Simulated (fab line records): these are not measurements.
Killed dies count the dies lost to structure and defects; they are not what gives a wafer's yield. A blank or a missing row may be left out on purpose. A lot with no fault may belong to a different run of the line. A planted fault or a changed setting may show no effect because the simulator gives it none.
Check for tools in common / flow gf180mcu / Lots sampled 13, wafers sampled 48

REASON FOR OPENING
On 3 of the 13 lots, a flag is raised at GF_V4_CD_MEAS_14 on the reading cd nm. No-fault wafers: 260.0 nm, standard deviation 1.3.
Rule: a lot is flagged when every wafer of it that has a number lies more than 4 standard deviations from that mean, or none has a number. The other lots count as sound.

lot=L104; measured=day 24 16:56; on=cd sem-02; cd nm (nm), wafer by wafer=263.0 261.6 261.7; flag=
lot=L105; measured=day 25 01:55; on=cd sem-01; cd nm (nm), wafer by wafer=261.8 260.5 260.7; flag=
lot=L106; measured=day 25 13:01; on=cd sem-01; cd nm (nm), wafer by wafer=257.7 259.8 258.8; flag=
lot=L107; measured=day 25 20:19; on=cd sem-01; cd nm (nm), wafer by wafer=261.0 260.0 259.3; flag=
lot=L108; measured=day 26 03:36; on=cd sem-01; cd nm (nm), wafer by wafer=260.5 260.3 260.2; flag=
lot=L111; measured=day 27 02:50; on=cd sem-02; cd nm (nm), wafer by wafer=236.7 237.6 237.5 236.7 237.6 237.3; flag=FLAGGED
lot=L112; measured=day 27 15:16; on=cd sem-01; cd nm (nm), wafer by wafer=247.3 248.1 246.6 246.9 247.8 246.4; flag=FLAGGED
lot=L113; measured=day 27 18:45; on=cd sem-01; cd nm (nm), wafer by wafer=245.8 246.4 246.1 245.6 246.1 246.0; flag=FLAGGED
lot=L116; measured=day 28 16:15; on=cd sem-01; cd nm (nm), wafer by wafer=259.9 258.8 258.7; flag=
lot=L117; measured=day 28 20:43; on=cd sem-01; cd nm (nm), wafer by wafer=259.5 260.1 259.0; flag=
lot=L124; measured=day 30 20:28; on=cd sem-01; cd nm (nm), wafer by wafer=260.0 260.9 261.9; flag=
lot=L125; measured=day 30 23:14; on=cd sem-01; cd nm (nm), wafer by wafer=259.2 259.0 259.6; flag=
lot=L126; measured=day 31 13:02; on=cd sem-01; cd nm (nm), wafer by wafer=259.2 259.0 258.8; flag=
Average over the flagged lots: 243.5 nm; offset from the usual -16.5 nm, equal to -13 standard deviations.

LOT BY LOT: THE TOOL USED
Before the reading, the record contains 3 process steps out of a 602-step route. In each cell: the tool, then ch and the chambers that the sampled wafers went through, then the start.
lot=L104; flag=; GF_V3_CMP_26=cmp-02 ch 0,3, day 22 18:55; GF_V4_CVD_02=pecvd-03 ch 1,2, day 23 18:38; GF_V4_EXPOSE_11=krf scanner-02 ch 0, day 24 06:32
lot=L105; flag=; GF_V3_CMP_26=cmp-02 ch 0,1,2, day 23 03:32; GF_V4_CVD_02=pecvd-02 ch 0,2, day 24 03:20; GF_V4_EXPOSE_11=krf scanner-02 ch 0, day 24 15:19
lot=L106; flag=; GF_V3_CMP_26=cmp-02 ch 0,2,3, day 23 15:27; GF_V4_CVD_02=pecvd-01 ch 0,2, day 24 15:32; GF_V4_EXPOSE_11=krf scanner-02 ch 0, day 25 02:40
lot=L107; flag=; GF_V3_CMP_26=cmp-01 ch 1,2,3, day 23 22:17; GF_V4_CVD_02=pecvd-03 ch 0,2, day 24 21:51; GF_V4_EXPOSE_11=krf scanner-01 ch 0, day 25 10:07
lot=L108; flag=; GF_V3_CMP_26=cmp-01 ch 0,2, day 24 07:35; GF_V4_CVD_02=pecvd-02 ch 0,1,2, day 25 06:50; GF_V4_EXPOSE_11=krf scanner-01 ch 0, day 25 17:31
lot=L111; flag=FLAGGED; GF_V3_CMP_26=cmp-02 ch 0,1,3, day 25 07:44; GF_V4_CVD_02=pecvd-01 ch 0,1,2, day 26 05:30; GF_V4_EXPOSE_11=krf scanner-01 ch 0, day 26 16:44
lot=L112; flag=FLAGGED; GF_V3_CMP_26=cmp-02 ch 0,1,2, day 25 19:59; GF_V4_CVD_02=pecvd-01 ch 0,1,2, day 26 18:20; GF_V4_EXPOSE_11=krf scanner-01 ch 0, day 27 05:27
lot=L113; flag=FLAGGED; GF_V3_CMP_26=cmp-02 ch 0,1,3, day 25 23:38; GF_V4_CVD_02=pecvd-01 ch 0,2, day 26 21:28; GF_V4_EXPOSE_11=krf scanner-01 ch 0, day 27 08:45
lot=L116; flag=; GF_V3_CMP_26=cmp-02 ch 1,2,3, day 26 22:08; GF_V4_CVD_02=pecvd-01 ch 0,2, day 27 19:55; GF_V4_EXPOSE_11=krf scanner-02 ch 0, day 28 06:33
lot=L117; flag=; GF_V3_CMP_26=cmp-01 ch 0,2,3, day 27 03:16; GF_V4_CVD_02=pecvd-02 ch 0,1, day 28 00:53; GF_V4_EXPOSE_11=krf scanner-02 ch 0, day 28 11:21
lot=L124; flag=; GF_V3_CMP_26=cmp-02 ch 0,2,3, day 29 05:16; GF_V4_CVD_02=pecvd-02 ch 0,1,2, day 30 02:14; GF_V4_EXPOSE_11=krf scanner-02 ch 0, day 30 12:02
lot=L125; flag=; GF_V3_CMP_26=cmp-02 ch 0,2, day 29 09:29; GF_V4_CVD_02=pecvd-03 ch 0,1, day 30 04:57; GF_V4_EXPOSE_11=krf scanner-02 ch 0, day 30 14:23
lot=L126; flag=; GF_V3_CMP_26=cmp-02 ch 0,1,3, day 29 23:20; GF_V4_CVD_02=pecvd-03 ch 0,1,2, day 30 19:00; GF_V4_EXPOSE_11=krf scanner-02 ch 0, day 31 04:38
These steps, and what they do:
- GF_V3_CMP_26: polishes, stops on SiO2, t overpolish 15 s, target thk 0 nm.
- GF_V4_CVD_02: deposits SiO2 from TEOS, target thk 850 nm, time 94.851 s.
- GF_V4_EXPOSE_11: exposes mask Via4, target cd 260 nm.
- GF_V4_CD_MEAS_14: target cd 260 nm.

FLAGGED AGAINST TOTAL, ONE TOOL AT A TIME (gauges that did the reading follow at the end)
step=GF_V3_CMP_26; tool=cmp-01; lots run=3; flagged=0; share of the flagged lots=none; sound lots run after its first flagged lot=-
step=GF_V3_CMP_26; tool=cmp-02; lots run=10; flagged=3; share of the flagged lots=all; sound lots run after its first flagged lot=4 (L116,L124,L125,L126)
step=GF_V4_CVD_02; tool=pecvd-01; lots run=5; flagged=3; share of the flagged lots=all; sound lots run after its first flagged lot=1 (L116)
step=GF_V4_CVD_02; tool=pecvd-02; lots run=4; flagged=0; share of the flagged lots=none; sound lots run after its first flagged lot=-
step=GF_V4_CVD_02; tool=pecvd-03; lots run=4; flagged=0; share of the flagged lots=none; sound lots run after its first flagged lot=-
step=GF_V4_EXPOSE_11; tool=krf scanner-01; lots run=5; flagged=3; share of the flagged lots=all; sound lots run after its first flagged lot=0
step=GF_V4_EXPOSE_11; tool=krf scanner-02; lots run=8; flagged=0; share of the flagged lots=none; sound lots run after its first flagged lot=-
step=GF_V4_CD_MEAS_14; tool=cd sem-01; lots run=11; flagged=2; share of the flagged lots=some; sound lots run after its first flagged lot=5 (L116,L117,L124,L125,L126)
step=GF_V4_CD_MEAS_14; tool=cd sem-02; lots run=2; flagged=1; share of the flagged lots=some; sound lots run after its first flagged lot=0

THE TABLE: WHAT IT ALLOWS
Rows of the table that ran every flagged lot, 3 in all: cmp-02 at GF_V3_CMP_26, pecvd-01 at GF_V4_CVD_02, krf scanner-01 at GF_V4_EXPOSE_11.
- cmp-02 at GF_V3_CMP_26: 3 of its 10 lots flagged. After the first flagged lot (L116, L124, L125, L126), sound lots still ran on it; a lasting fault on the whole tool would not permit that.
- pecvd-01 at GF_V4_CVD_02: 3 of its 5 lots flagged. After the first flagged lot (L116), sound lots still ran on it; a lasting fault on the whole tool would not permit that.
- krf scanner-01 at GF_V4_EXPOSE_11: 3 of its 5 lots flagged. Its last sound lot is L108 (day 25 17:31), its first flagged lot L111 (day 26 16:44): a fault that began between those two fits. Its own readings (exposure dose mJ cm2) fall more than 4 standard deviations out on all wafers of the flagged lots.
One tool is left: krf scanner-01 at GF_V4_EXPOSE_11.

WHAT HAD BEEN PUT IN BY THE SIMULATOR
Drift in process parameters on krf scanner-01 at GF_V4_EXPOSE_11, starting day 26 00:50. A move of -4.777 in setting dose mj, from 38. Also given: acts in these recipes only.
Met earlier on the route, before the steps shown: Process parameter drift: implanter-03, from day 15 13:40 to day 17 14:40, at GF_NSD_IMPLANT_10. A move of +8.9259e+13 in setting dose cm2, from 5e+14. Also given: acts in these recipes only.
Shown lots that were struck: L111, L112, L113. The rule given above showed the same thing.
